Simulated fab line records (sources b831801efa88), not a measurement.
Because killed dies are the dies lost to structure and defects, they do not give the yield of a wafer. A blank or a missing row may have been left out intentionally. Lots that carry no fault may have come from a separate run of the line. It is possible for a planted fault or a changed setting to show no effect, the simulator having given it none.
Which tool was responsible?    flow gf180mcu    14 lots with 42 wafers sampled at 2 steps, on a route of 602 steps

WHAT EACH GAUGE READ, for each wafer
GF_STI_THK_MEAS_02.
lot   measured     on            STI_OXIDATION_THK (nm)
L442  day 1 11:31  filmMetro-04  10.32 10.21 10.22
L443  day 1 17:01  filmMetro-02  9.95 10.01 10.00
L444  day 1 23:47  filmMetro-03  10.27 10.22 10.09
L445  day 2 03:42  filmMetro-02  10.21 10.22 10.19
L446  day 2 09:09  filmMetro-04  9.91 10.04 10.00
L449  day 2 22:47  filmMetro-02  9.97 9.85 9.79
L451  day 3 09:01  filmMetro-03  9.85 9.71 9.77
L453  day 3 18:41  filmMetro-03  9.81 9.86 9.94
L454  day 3 23:31  filmMetro-04  9.94 10.18 10.22
L457  day 4 15:47  filmMetro-03  10.09 10.21 10.17
L458  day 4 19:32  filmMetro-04  10.00 10.30 10.19
L459  day 5 00:32  filmMetro-04  10.03 9.84 9.89
L464  day 6 01:33  filmMetro-02  9.82 9.78 9.87
L465  day 6 06:31  filmMetro-04  9.87 9.76 9.78

GF_STI_THK_MEAS_22.
lot   measured     on            STI_OXIDATION_01_THK (nm)
L442  day 2 04:50  filmMetro-04  15.23 15.39 14.96
L443  day 2 10:17  filmMetro-04  14.96 14.95 15.02
L444  day 2 18:14  filmMetro-02  15.00 15.13 15.10
L445  day 2 19:56  filmMetro-03  14.39 14.41 14.59
L446  day 3 01:29  filmMetro-03  14.65 14.42 14.73
L449  day 3 16:52  filmMetro-02  15.32 15.35 14.97
L451  day 4 02:08  filmMetro-03  14.82 14.70 14.79
L453  day 4 11:49  filmMetro-04  15.09 15.23 14.98
L454  day 4 16:55  filmMetro-04  15.14 14.98 15.02
L457  day 5 09:40  filmMetro-03  14.80 14.60 14.57
L458  day 5 13:59  filmMetro-04  14.95 14.70 15.17
L459  day 5 18:38  filmMetro-04  15.04 15.01 14.97
L464  day 6 20:35  filmMetro-02  14.68 14.78 14.90
L465  day 7 02:05  filmMetro-02  15.06 15.27 15.59

EACH LOT AND THE TOOL THAT RAN IT (in order: tool; ch and the chambers of the sampled wafers; start)
There is no process step in the record ahead of these readings.

AS READ BY THE TOOLS THEMSELVES (means over the sampled wafers that have a number; for cases with no such wafer, the mark the record gives instead)
The record holds no such reading with a usual standard deviation.

THE ANSWER, worked out from the rows above alone
Rule: the lots themselves supply what counts as usual. Put in order of their means at a reading, lots are off if they are a third of the lots or fewer, leave a main group of 4 or more, and stand apart from it by a gap of 3 or more times the standard deviation of the main group's means; of several such gaps the widest counts. A main group whose means are all the same, to the digits that the tables above print for the reading, isn't used. Also off: a lot with no number at a reading for which 4 or more lots have one. All remaining lots with rows at the step are treated as sound. First the gauges in route order, then the tools' own readings, where a lot's mean is used as printed above. At the first step where some lot is off, the reading lying furthest off is the one used; lots without a number count as furthest.
No lot is off on any of the readings shown, so nothing can be concluded from this.

WHAT HAD BEEN PUT IN BY THE SIMULATOR
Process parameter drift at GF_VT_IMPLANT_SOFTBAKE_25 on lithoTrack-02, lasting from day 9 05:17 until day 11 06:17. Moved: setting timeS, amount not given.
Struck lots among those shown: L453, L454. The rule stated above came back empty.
